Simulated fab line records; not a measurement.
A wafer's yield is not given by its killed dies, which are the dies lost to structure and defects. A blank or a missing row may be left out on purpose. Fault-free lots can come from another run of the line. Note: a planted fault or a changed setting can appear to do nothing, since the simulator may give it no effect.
Matching of chambers | flow sky130 | cmp-01 running SKY_VIA4_CMP_21: 4 sister chambers
The step polishes, stops on SiO2, t overpolish 25 s, target thk 0 nm. 16 wafers are shown with their chamber, then 8 later ones without.

WAFERS, EACH WITH ITS CHAMBER
wafer  | chamber | motor current A (A) | time to endpoint s (s) | overpolish run s (s)
L868.2 | 3       | 10.0                | 125                    | 25.003
L868.3 | 1       | 13.9                | 123                    | 24.991
L868.6 | 1       | 14.6                | 126                    | 24.997
L869.3 | 0       | 13.1                | 132                    | 25.007
L869.5 | 2       | 11.5                | 118                    | 24.992
L869.6 | 3       | 9.5                 | 122                    | 24.980
L870.2 | 2       | 11.1                | 122                    | 25.003
L870.3 | 1       | 14.5                | 123                    | 25.003
L870.5 | 3       | 10.1                | 129                    | 25.007
L872.2 | 3       | 9.8                 | 119                    | 25.018
L872.4 | 2       | 11.3                | 121                    | 24.998
L872.6 | 0       | 13.1                | 130                    | 24.999
L875.1 | 3       | 10.5                | 123                    | 24.991
L875.3 | 0       | 13.6                | 131                    | 25.001
L875.5 | 2       | 11.8                | 122                    | 25.002
L886.2 | 2       | 11.6                | 121                    | 24.988

SIGNATURES (averages over the wafers above)
reading            | chamber 0 | chamber 1 | chamber 2 | chamber 3 | scatter within a chamber
motor current A    | 13.267    | 14.333    | 11.460    | 9.980     | 0.328
time to endpoint s | 131.00    | 124.00    | 120.80    | 123.60    | 2.48
overpolish run s   | 25.00233  | 24.99700  | 24.99660  | 24.99980  | 0.00973
Rule: distance of a wafer from a chamber = root of the sum over the readings of ((wafer's reading minus chamber's mean) / reading's scatter) squared. If the next closest chamber is less than 2 further off than the closest, the wafer can't be placed; otherwise it belongs to the closest. The scatter: take each reading less its chamber's mean, square it, sum over the shown wafers, divide by the number of wafers less the number of chambers, and take the root.

WAFERS WHOSE CHAMBER IS MISSING
wafer  | motor current A (A) | time to endpoint s (s) | overpolish run s (s)
L886.3 | 14.7                | 119                    | 25.003
L886.4 | 12.8                | 129                    | 24.986
L887.1 | 11.3                | 113                    | 25.012
L887.3 | 14.3                | 119                    | 24.999
L887.5 | 10.1                | 122                    | 24.994
L888.3 | 10.1                | 123                    | 25.005
L888.4 | 11.8                | 115                    | 25.005
L888.5 | 9.6                 | 119                    | 25.000

CHAMBER TAKEN BY EACH
wafer  | from the rows above | in truth
L886.3 | 1                   | 1
L886.4 | 0                   | 0
L887.1 | 2                   | 2
L887.3 | 1                   | 1
L887.5 | 3                   | 3
L888.3 | 3                   | 3
L888.4 | 2                   | 2
L888.5 | 3                   | 3
Placed correctly: 8 of 8. From these rows, 0 cannot be placed. Wrongly placed: 0.
